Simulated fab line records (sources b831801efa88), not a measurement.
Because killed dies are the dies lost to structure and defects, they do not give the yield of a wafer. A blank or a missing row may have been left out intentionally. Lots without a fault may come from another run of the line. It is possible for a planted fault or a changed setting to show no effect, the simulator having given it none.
fab line records	flow sky130
[record] lots = 6	wafers = 18	last_day = 49
route steps=708 shown METAL2@485 PAD_OPEN@708
lots untouched by any fault: they come from a run of this same line in which no faults occurred
start_h: start of the lot's first displayed wafer, in hours after the record's first day	wait_h: hours elapsed since this lot's preceding step	" identical to the entry in the row above	L1.1+2: a row that stands for several wafers	- no value, or no start given	* or withheld: withheld	< > ~ a bound
route shown NAME@n: a module of which the file shows steps, and the number in the route of the first	usual: mean/standard deviation of fault-free wafers	same: alike in all rows	chamber/n: place in a boat	sites: per-site readings	_std_site: standard deviation of those values	_edge_site: mean of outer sites minus mean of inner sites	radius_mm: for every site, how far away it sits from the centre of the wafer	mask NAME#n: copy n	behind: the last tool/chamber to shape the wafer	hold: why the lot went on hold/how many hours it stayed there/how the hold came to an end	device: which transistor (n, p or np) failed to switch	end of line: tests of these same wafers at the route's end	a step with no rows: only its recipe	killed: count of dies lost to structure and defects at first sort (not the wafer's yield)	map: a wafer's dies, marking killed ones x, the rest . and places with no die _
set.NAME: the setting the step ran with; set.NAME@STEP: the setting that earlier step ran with	model.NAME: the simulator's own value behind a step, which no gauge read
lots at selected steps of the route; one table per step, one row per wafer
services: the hour from which a tool's chamber was out of use, counted from the record's first day as start_h (under 0 if before that day), plus the number of hours and why
[[steps]]
[step SKY_METAL2_SPUTTER_02]
[recipe] material = AlCu	target_thk_nm = 250	power_w = 10600	time_s = 13.3	chamber_pressure_pa = 0.4
[usual] throttle_valve_pct = 30.2/0.71
lot.wafer	tool	chamber	start_h	wait_h	throttle_valve_pct
L592.2	pvd_sputter-01	-	792.14	0.0	31.5
L592.4	"	-	"	"	30.9
L592.6	"	-	"	"	30.0
L594.1	pvd_sputter-01	-	808.10	0.0	30.8
L594.3	"	-	"	"	31.5
L594.4	"	-	"	"	30.0
L603.1	pvd_sputter-03	-	877.55	0.0	29.6
L603.4	"	-	"	"	30.0
L603.5	"	-	"	"	29.5
L604.1	pvd_sputter-02	-	882.95	0.0	29.7
L604.4	"	-	"	"	29.9
L604.6	"	-	"	"	29.9
L610.1	pvd_sputter-01	-	921.35	0.0	31.8
L610.4	"	-	"	"	30.8
L610.5	"	-	"	"	31.0
L609.1	pvd_sputter-02	-	922.00	0.0	29.7
L609.2	"	-	"	"	29.4
L609.5	"	-	"	"	29.2
[step SKY_METAL2_SPUTTER_03]
[recipe] material = Ti	target_thk_nm = 5	power_w = 3000	time_s = 3.3	chamber_pressure_pa = 0.4
[usual] throttle_valve_pct = 30.2/0.7
lot.wafer	tool	chamber	start_h	wait_h	throttle_valve_pct
L592.2	pvd_sputter-01	-	792.16	0.0	31.4
L592.4	"	-	"	"	30.7
L592.6	"	-	"	"	29.9
L594.1	pvd_sputter-01	-	808.13	0.0	30.6
L594.3	"	-	"	"	31.6
L594.4	"	-	"	"	30.1
L603.1	pvd_sputter-03	-	877.57	0.0	29.6
L603.4	"	-	"	"	30.1
L603.5	"	-	"	"	29.3
L604.1	pvd_sputter-02	-	882.97	0.0	29.6
L604.4	"	-	"	"	29.8
L604.6	"	-	"	"	29.5
L610.1	pvd_sputter-01	-	921.38	0.0	31.4
L610.4	"	-	"	"	30.8
L610.5	"	-	"	"	30.8
L609.1	pvd_sputter-02	-	922.02	0.0	29.5
L609.2	"	-	"	"	29.4
L609.5	"	-	"	"	29.4
[step SKY_METAL2_SPUTTER_04]
[recipe] material = TiN	target_thk_nm = 70	power_w = 6500	time_s = 58.3	chamber_pressure_pa = 0.4
[usual] throttle_valve_pct = 30.2/0.68
lot.wafer	tool	chamber	start_h	wait_h	throttle_valve_pct
L592.2	pvd_sputter-01	-	792.18	0.0	31.7
L592.4	"	-	"	"	30.8
L592.6	"	-	"	"	29.8
L594.1	pvd_sputter-01	-	808.15	0.0	30.8
L594.3	"	-	"	"	31.3
L594.4	"	-	"	"	30.2
L603.1	pvd_sputter-03	-	877.59	0.0	29.7
L603.4	"	-	"	"	30.0
L603.5	"	-	"	"	29.4
L604.1	pvd_sputter-02	-	882.99	0.0	29.7
L604.4	"	-	"	"	30.1
L604.6	"	-	"	"	30.1
L610.1	pvd_sputter-01	-	921.39	0.0	31.4
L610.4	"	-	"	"	30.8
L610.5	"	-	"	"	30.8
L609.1	pvd_sputter-02	-	922.04	0.0	29.7
L609.2	"	-	"	"	29.2
L609.5	"	-	"	"	29.3
[step SKY_METAL2_RS_MEAS_05]
[recipe] thk_meas_gauge = four-point-probe	reads = TiN_of_METAL2_SPUTTER_04+Ti_of_METAL2_SPUTTER_03+AlCu_of_METAL2_SPUTTER_02+TiN_of_METAL2_SPUTTER_01+Ti_of_METAL2_SPUTTER_00
[usual] METAL2_ALCU_RS = 0.1274/0.002
lot.wafer	tool	chamber	start_h	wait_h	METAL2_ALCU_RS[ohm/sq]
L592.2	film_metro-02	-	792.25	0.0	0.1276
L592.4	"	-	"	"	0.1282
L592.6	"	-	"	"	0.1231
L594.1	film_metro-02	-	808.19	0.0	0.1281
L594.3	"	-	"	"	0.1285
L594.4	"	-	"	"	0.1238
L603.1	film_metro-02	-	877.64	0.0	0.1264
L603.4	"	-	"	"	0.1304
L603.5	"	-	"	"	0.1280
L604.1	film_metro-04	-	883.04	0.0	0.1265
L604.4	"	-	"	"	0.1249
L604.6	"	-	"	"	0.1266
L610.1	film_metro-04	-	921.44	0.0	0.1286
L610.4	"	-	"	"	0.1290
L610.5	"	-	"	"	0.1298
L609.1	film_metro-03	-	922.09	0.0	0.1268
L609.2	"	-	"	"	0.1288
L609.5	"	-	"	"	0.1273
[step SKY_METAL2_THK_MEAS_06]
[recipe] thk_meas_gauge = xrf	reads = AlCu_of_METAL2_SPUTTER_02
[usual] METAL2_ALCU_THK = 249/3.9
lot.wafer	tool	chamber	start_h	wait_h	METAL2_ALCU_THK[nm]
L592.2	film_metro-02	-	792.36	0.1	249
L592.4	"	-	"	"	247
L592.6	"	-	"	"	258
L594.1	film_metro-02	-	808.31	0.1	247
L594.3	"	-	"	"	249
L594.4	"	-	"	"	256
L603.1	film_metro-02	-	877.76	0.1	250
L603.4	"	-	"	"	244
L603.5	"	-	"	"	247
L604.1	film_metro-04	-	883.16	0.1	251
L604.4	"	-	"	"	252
L604.6	"	-	"	"	248
L610.1	film_metro-04	-	921.56	0.1	245
L610.4	"	-	"	"	246
L610.5	"	-	"	"	244
L609.1	film_metro-03	-	922.21	0.1	251
L609.2	"	-	"	"	246
L609.5	"	-	"	"	249
[step SKY_METAL2_DEHYDRATE_07]
[recipe] temp_c = 200	time_s = 60
[step SKY_METAL2_HMDS_08]
[recipe] prime_time_s = 60	prime_temp_c = 120
[step SKY_METAL2_COAT_09]
[recipe] resist = BARC	temp_c = withheld	time_s = withheld	spin_rpm = 3000	resist_thk_nm = 60
[step SKY_METAL2_COAT_10]
[recipe] resist = KrF-thick	spin_rpm = 3000	resist_thk_nm = 450
[step SKY_METAL2_SOFTBAKE_11]
[recipe] temp_c = 100	time_s = 90	resist = KrF-thick
[step SKY_METAL2_EXPOSE_12]
[recipe] mask_id = MM2	na = 0.8	source_shape = annular	sigma_inner = 0.55	sigma_outer = 0.85	target_cd_nm = 140	dose_mj = 28
[step SKY_METAL2_PEB_13]
[recipe] peb_temp_c = withheld	peb_time_s = withheld	resist = KrF-thick
[step SKY_METAL2_DEVELOP_14]
[recipe] develop_time_s = 60	resist = KrF-thick	dev_temp_c = 21
[usual] developer_temp_C = 21.00/0.11
lot.wafer	tool	chamber	start_h	wait_h	developer_temp_C
L592.2	litho_track-02	0	818	-	21.00
L592.4	"	0	"	"	21.06
L592.6	"	0	"	"	21.01
L594.1	litho_track-03	0	834	-	21.14
L594.3	"	0	"	"	21.02
L594.4	"	0	"	"	20.98
L603.1	litho_track-02	0	903	-	20.18
L603.4	"	0	"	"	20.14
L603.5	"	0	"	"	20.31
L604.1	litho_track-02	0	907	-	20.20
L604.4	"	0	"	"	20.01
L604.6	"	0	"	"	20.14
L610.1	litho_track-03	0	946	-	21.02
L610.4	"	0	"	"	21.04
L610.5	"	0	"	"	21.17
L609.1	litho_track-04	0	946	-	21.10
L609.2	"	0	"	"	20.82
L609.5	"	0	"	"	21.05
[step SKY_METAL2_CD_MEAS_15]
[recipe] target_cd_nm = 140
[usual] cd_nm = 140.0/1.9
lot.wafer	tool	chamber	start_h	wait_h	cd_nm
L592.2	cd_sem-01	-	818.85	-	142.6
L592.4	"	-	"	"	142.3
L592.6	"	-	"	"	142.1
L594.1	cd_sem-01	-	834.97	-	137.8
L594.3	"	-	"	"	139.2
L594.4	"	-	"	"	138.4
L603.1	cd_sem-01	-	903.53	-	137.8
L603.4	"	-	"	"	137.4
L603.5	"	-	"	"	137.1
L604.1	cd_sem-01	-	907.83	-	141.6
L604.4	"	-	"	"	141.1
L604.6	"	-	"	"	140.8
L610.1	cd_sem-02	-	946.17	-	140.6
L610.4	"	-	"	"	136.8
L610.5	"	-	"	"	138.8
L609.1	cd_sem-01	-	946.68	-	138.4
L609.2	"	-	"	"	137.2
L609.5	"	-	"	"	137.7
[step SKY_PAD_OPEN_PROBE_99]
[usual] defect_limited_yield = 82.5/1.9	killed_at_M0_to_M3 = 43/6.4	killed_at_M4_up = 2.9/1.7	killed_at_contacts = 24/5	killed_at_front_end = 15/4	killed_at_other = 0.4/0.62	killed_dies = 86/9.3	killed_open = 47/6.8	killed_short = 38/5.8	sort_bin_3_pad_short = 0.9/0.42	sort_bin_5_function = 10.3/1.5	sort_bin_6_memory = 6.3/1.1	sort_n_pass = 406/9.3	sort_yield_pct = 82.5/1.9
[same] gross_dies = 492	killed_at_back_side = 0	sort_bin_4_leakage[%] = 0	sort_bin_8_speed[%] = 0
lot.wafer	tool	chamber	start_h	wait_h	defect_limited_yield[%]	killed_at_M0_to_M3	killed_at_M4_up	killed_at_contacts	killed_at_front_end	killed_at_other	killed_dies	killed_open	killed_short	sort_bin_3_pad_short[%]	sort_bin_5_function[%]	sort_bin_6_memory[%]	sort_n_pass	sort_yield_pct[%]
L592.2	prober-02	-	1072.69	0.1	82.9	40	3	29	12	0	84	56	28	0.6	12.0	4.5	408	82.9
L592.4	prober-02	-	1072.79	0.2	81.5	46	2	22	21	0	91	45	46	2.0	9.6	6.9	401	81.5
L592.6	prober-02	-	1072.89	0.2	81.7	41	3	31	14	1	90	53	36	0.4	12.4	5.5	402	81.7
L594.1	prober-02	-	1085.80	0.1	83.5	37	4	21	19	0	81	42	39	0.8	8.7	6.9	411	83.5
L594.4	prober-02	-	1085.95	0.2	82.5	42	0	35	9	0	86	55	29	1.0	10.2	6.3	406	82.5
L603.1	prober-02	-	1141.85	0.1	82.3	44	1	22	19	1	87	52	35	0	11.2	6.5	405	82.3
L603.4	prober-02	-	1142.00	0.2	79.1	61	4	25	12	1	103	57	46	0.4	12.0	8.5	389	79.1
L603.5	prober-02	-	1142.05	0.2	83.3	47	4	17	14	0	82	45	37	1.0	10.0	5.7	410	83.3
L604.1	prober-01	-	1144.80	0.1	79.7	59	4	21	16	0	100	55	45	1.0	11.6	7.7	392	79.7
L604.4	prober-01	-	1144.95	0.2	82.9	43	3	29	9	0	84	47	37	0.8	8.9	7.3	408	82.9
L604.6	prober-01	-	1145.05	0.2	80.7	44	3	24	23	1	95	54	41	1.8	12.0	5.5	397	80.7
L610.1	prober-02	-	1168.76	0.1	87.0	39	1	16	8	0	64	33	31	2.0	7.7	3.3	428	87.0
L610.4	prober-02	-	1168.91	0.2	82.5	41	5	23	16	1	86	45	41	2.0	8.7	6.7	406	82.5
L610.5	prober-02	-	1168.96	0.2	80.7	49	2	28	16	0	95	48	47	1.2	11.4	6.7	397	80.7
L609.1	prober-01	-	1170.23	0.1	81.5	44	4	24	19	0	91	49	39	0.4	13.8	4.3	401	81.5
L609.2	prober-01	-	1170.28	0.1	82.7	38	3	24	20	0	85	36	49	1.2	10.2	5.9	407	82.7
L609.5	prober-01	-	1170.43	0.2	80.9	45	3	24	22	0	94	54	40	0.6	11.6	6.9	398	80.9
// killed by level:class
L592.2 VIA1:geometric_particle:open=12 CONTACT:geometric_particle:open=12 LI_CONTACT:geometric_particle:open=8 FIELD_ISO:geometric_particle:open=6 VIA2:geometric_particle:open=6 VIA3:geometric_particle:open=6 METAL2:geometric_particle:short=5 METAL1:geometric_particle:short=4
L592.4 FIELD_ISO:geometric_particle:short=11 LI_CONTACT:geometric_particle:open=9 METAL1:geometric_particle:short=8 VIA3:geometric_particle:open=7 VIA1:geometric_particle:open=7 CONTACT:geometric_particle:short=5 METAL3:geometric_particle:short=5 FIELD_ISO:geometric_particle:open=4
L592.6 LI_CONTACT:geometric_particle:open=15 CONTACT:geometric_particle:open=9 VIA1:geometric_particle:open=9 VIA1:geometric_particle:short=6 METAL2:geometric_particle:short=6 METAL1:geometric_particle:short=5 FIELD_ISO:geometric_particle:open=4 VIA2:geometric_particle:open=4
L594.1 CONTACT:geometric_particle:open=8 VIA2:geometric_particle:open=8 FIELD_ISO:geometric_particle:open=6 VIA1:geometric_particle:open=6 LOCAL_INTERCONNECT:geometric_particle:short=5 VIA3:geometric_particle:open=5 CONTACT:geometric_particle:short=4 METAL1:geometric_particle:short=4
L594.4 VIA1:geometric_particle:open=13 LI_CONTACT:geometric_particle:open=12 CONTACT:geometric_particle:open=11 CONTACT:geometric_particle:short=6 METAL1:geometric_particle:short=5 VIA2:geometric_particle:open=5 VIA3:geometric_particle:open=5 LI_CONTACT:geometric_particle:short=3
L603.1 VIA1:geometric_particle:open=12 LI_CONTACT:geometric_particle:open=10 VIA3:geometric_particle:open=9 POLY_GATE:geometric_particle:short=7 CONTACT:geometric_particle:open=6 FIELD_ISO:geometric_particle:short=4 METAL1:geometric_particle:short=4 METAL2:geometric_particle:short=4
L603.4 VIA1:geometric_particle:open=14 CONTACT:geometric_particle:open=11 VIA3:geometric_particle:open=11 METAL1:geometric_particle:short=8 METAL2:geometric_particle:short=8 VIA2:geometric_particle:open=6 LOCAL_INTERCONNECT:geometric_particle:short=5 CONTACT:geometric_particle:short=5
L603.5 VIA2:geometric_particle:open=9 VIA1:geometric_particle:short=8 CONTACT:geometric_particle:open=6 VIA1:geometric_particle:open=6 POLY_GATE:geometric_particle:open=5 LI_CONTACT:geometric_particle:open=5 LOCAL_INTERCONNECT:geometric_particle:short=5 METAL1:geometric_particle:short=4
L604.1 VIA1:geometric_particle:open=13 CONTACT:geometric_particle:open=8 VIA2:geometric_particle:open=8 METAL2:geometric_particle:short=6 VIA2:geometric_particle:short=6 VIA3:geometric_particle:open=6 FIELD_ISO:geometric_particle:short=5 VIA1:geometric_particle:short=5
L604.4 VIA1:geometric_particle:open=15 LI_CONTACT:geometric_particle:open=10 CONTACT:geometric_particle:open=10 METAL2:geometric_particle:short=7 VIA1:geometric_particle:short=5 FIELD_ISO:geometric_particle:open=4 CONTACT:geometric_particle:short=4 VIA3:geometric_particle:short=4
L604.6 CONTACT:geometric_particle:open=11 VIA1:geometric_particle:open=10 VIA2:geometric_particle:open=8 VIA1:geometric_particle:short=6 LI_CONTACT:geometric_particle:open=6 METAL1:geometric_particle:short=6 VIA3:geometric_particle:open=6 FIELD_ISO:geometric_particle:open=5
L610.1 VIA2:geometric_particle:open=7 VIA1:geometric_particle:open=6 LI_CONTACT:geometric_particle:short=5 CONTACT:geometric_particle:open=5 METAL1:geometric_particle:short=5 LI_CONTACT:geometric_particle:open=4 VIA1:geometric_particle:short=4 METAL3:geometric_particle:open=4
L610.4 VIA1:geometric_particle:open=9 LI_CONTACT:geometric_particle:open=7 VIA2:geometric_particle:open=7 CONTACT:geometric_particle:open=6 METAL2:geometric_particle:short=6 LOCAL_INTERCONNECT:geometric_particle:short=5 VIA2:geometric_particle:short=5 POLY_GATE:geometric_particle:open=4
L610.5 CONTACT:geometric_particle:open=10 METAL1:geometric_particle:short=10 VIA2:geometric_particle:open=9 VIA1:geometric_particle:open=8 FIELD_ISO:geometric_particle:open=7 VIA1:geometric_particle:short=7 LI_CONTACT:geometric_particle:open=6 CONTACT:geometric_particle:short=6
L609.1 VIA1:geometric_particle:open=12 VIA3:geometric_particle:open=8 LI_CONTACT:geometric_particle:open=6 FIELD_ISO:geometric_particle:open=5 LOCAL_INTERCONNECT:geometric_particle:open=5 FIELD_ISO:geometric_particle:short=4 LOCAL_INTERCONNECT:geometric_particle:short=4 CONTACT:geometric_particle:open=4
L609.2 METAL2:geometric_particle:short=8 CONTACT:geometric_particle:open=6 VIA1:geometric_particle:open=6 VIA1:geometric_particle:short=6 FIELD_ISO:geometric_particle:short=5 LOCAL_INTERCONNECT:geometric_particle:short=5 LI_CONTACT:geometric_particle:short=5 METAL1:geometric_particle:short=5
L609.5 VIA1:geometric_particle:open=15 POLY_GATE:geometric_particle:open=8 LI_CONTACT:geometric_particle:open=8 METAL2:geometric_particle:short=7 METAL1:geometric_particle:short=7 LOCAL_INTERCONNECT:geometric_particle:short=5 CONTACT:geometric_particle:open=5 VIA3:geometric_particle:open=5
[[services]]
tool	chamber	start_h	hours	kind
pvd_sputter-03	-	825.22	1.5	repair
litho_track-03	-	835.52	-	consumable_replace:filter
pvd_sputter-02	-	853.85	2.6	repair
pvd_sputter-02	-	855.79	0.5	repair
pvd_sputter-03	-	873.51	0.6	repair
pvd_sputter-01	-	889.57	2.6	repair
[[key]]
[first_sign] step = SKY_METAL2_DEVELOP_14	reading = developer_temp_C	direction = down	sigmas = 7.8	usual = *	struck = *
effect none on later readings
met_at SKY_METAL2_DEVELOP_14
struck_wafers L603.1,L603.4,L603.5,L604.1,L604.4,L604.6
onset_between 818 903
[fault] kind = process_parameter_drift	tool = litho_track-02	chamber = -	onset_h = 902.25	steps = SKY_METAL2_DEVELOP_14	channel = dev_temp_c	offset = *	shape = step	end_h = 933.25	acts_in = *	stated = *
